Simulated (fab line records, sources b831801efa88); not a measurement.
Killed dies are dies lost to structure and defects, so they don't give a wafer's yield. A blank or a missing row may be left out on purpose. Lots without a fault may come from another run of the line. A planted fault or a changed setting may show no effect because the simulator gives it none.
Problem report in the 8D (eight disciplines) form, filled by code | flow gf180mcu | the parts of the form that need people (team, actions taken, sign-off) are left out

1. THE PROBLEM
V1_CVD_02_THK at GF_V1_THK_MEAS_03 reads a mean of 944 nm on 4 wafers of 2 lots; wafers without a fault read 848 nm with a standard deviation of 11. That is +8.8 standard deviations from the usual mean.
First seen on wafer L717.5, day 22 22:25, on film_metro-01. The record holds 18 wafers of 6 lots with a number at this step. Rule for "out", or "out of limits": more than 4 standard deviations from the usual mean. The other wafers with a number count as sound.

2. WHAT IT IS AND WHAT IT IS NOT
question                    | is                             | is not
which readings at this step | V1_CVD_02_THK                  | -
which lots                  | L717, L721                     | L703, L709, L723, L724
which wafers of those lots  | L717.5, L717.6, L721.5, L721.6 | L717.1, L721.4
read on which gauges        | film_metro-01                  | film_metro-02, film_metro-03
when                        | from day 22 22:25              | up to then (7 sound wafers); but 7 sound wafers of L721, L723, L724 came after

3. SUSPECTS, AND WHAT RULES EACH OUT
Counting: a tool at a process step up to the reading stays a suspect if it ran every lot that is out. Sound lots after the first of them don't rule it out here, since some wafers of a struck lot are sound.
- the gauge at GF_V1_THK_MEAS_03: ruled out. All the wafers that are out were read on film_metro-01, but those of them that GF_V1_CVD_02 has rows for are out there too, on other tools.
- pecvd-04 at GF_V1_CVD_02 (deposits SiO2 from TEOS, target thk 850 nm, time 94.851 s): kept. It ran every lot that is out, first L717 (day 22 22:19); its last sound lot up to then is L709 (day 20 12:22). Its own readings are out on those wafers: run_length_s.
Left after counting: pecvd-04 at GF_V1_CVD_02.

4. THE CAUSE (what the simulator had put in)
Process parameter drift: pecvd-04, from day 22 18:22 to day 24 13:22, at GF_V1_CVD_02. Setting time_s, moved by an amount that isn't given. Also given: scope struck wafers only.
Counting left only this tool.

5. THE CHAIN OF EFFECTS, in route order
Each row: a reading whose mean over the struck wafers that have a number lies more than 3 standard deviations from the usual. Only readings for which the record gives a usual standard deviation are gone through. hours: the time from each lot's start at the first step in this table that gives one to its start at this step, as a median over the lots. sigmas: the change in usual standard deviations.
hours | step              | reading            | usual   | on struck wafers | change | sigmas
0     | GF_V1_CVD_02      | run_length_s       | 122.6 s | 132.7            | +10.1  | +23
0     | GF_V1_THK_MEAS_03 | V1_CVD_02_THK      | 848 nm  | 944              | +96    | +8.8
0     | GF_V1_CMP_04      | time_to_endpoint_s | 79 s    | 116              | +37    | +6.6
The process steps in it:
- GF_V1_CVD_02: deposits SiO2 from TEOS, target thk 850 nm, time 94.851 s.
- GF_V1_CMP_04: polishes SiO2.
Later measuring or inspecting steps at which every struck wafer that the step has a row for has a number for every such reading, and none has moved that far: GF_V1_BOW_MEAS_05.

6. WHAT WOULD HAVE CAUGHT IT SOONER
In this record the first reading out of limits at a measuring or inspecting step was taken at day 22 22:25, 4 hours after the fault began at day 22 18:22.
The tool's own readings at GF_V1_CVD_02 were out on every struck wafer that the step has a row for (run_length_s): an alarm limit on them would have fired on the first of those.
Of the lots that are out (2), L721 began GF_V1_CVD_02 on pecvd-04 after day 22 22:25. A hold on the tool at that time would have spared it.
